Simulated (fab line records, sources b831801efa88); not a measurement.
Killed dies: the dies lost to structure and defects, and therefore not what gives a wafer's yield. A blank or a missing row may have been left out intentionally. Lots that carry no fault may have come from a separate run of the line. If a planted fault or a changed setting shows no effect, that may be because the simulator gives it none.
Chamber matching + flow sky130 + SKY_POLY_GATE_ETCH_16 on rie_diel-01 has 4 sister chambers
The step etches Si3N4 in CH3F/O2, stops on poly-Si, time 147.5 s, target depth 75 nm. 4 wafers are shown with their chamber, then 8 later ones without.

WAFERS PAIRED WITH THEIR CHAMBERS
| wafer  | chamber | drypump_motor_current_A (A) |
|--------|---------|-----------------------------|
| L086.1 | 0       | 5.6                         |
| L086.3 | 1       | 6.0                         |
| L087.4 | 2       | 6.3                         |
| L088.3 | 3       | 5.5                         |

WAFERS WHOSE CHAMBER IS MISSING
| wafer  | drypump_motor_current_A (A) |
|--------|-----------------------------|
| L088.4 | 5.6                         |
| L088.6 | 6.0                         |
| L095.3 | 5.4                         |
| L095.4 | 6.3                         |
| L095.5 | 5.6                         |
| L096.1 | 5.5                         |
| L096.4 | 5.5                         |
| L096.6 | 6.3                         |

THE CHAMBER EACH PASSED THROUGH
| wafer  | from the rows above | in truth                   |
|--------|---------------------|----------------------------|
| L088.4 | 0                   | 0                          |
| L088.6 | 1                   | 1                          |
| L095.3 | 3                   | 3                          |
| L095.4 | 2                   | 2                          |
| L095.5 | 0                   | 0                          |
| L096.1 | 3                   | 3                          |
| L096.4 | 3                   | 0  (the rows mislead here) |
| L096.6 | 2                   | 2                          |
Correct placement for 7 of the 8. Not placeable from these rows: 0. 1 placed wrongly.
How it was worked out, from the rows above alone: a wafer's distance from a chamber is the root of the sum, over the readings, of the square of ((its reading less the chamber's mean) divided by the reading's scatter). The wafer belongs to the nearest chamber; if the next one is less than 2 further off, it can't be placed. For every chamber, the mean is computed from those of its wafers that are shown. The scatter: with one shown wafer a chamber, the root of the mean of the squares of how far each hidden wafer lies from its nearest shown one.
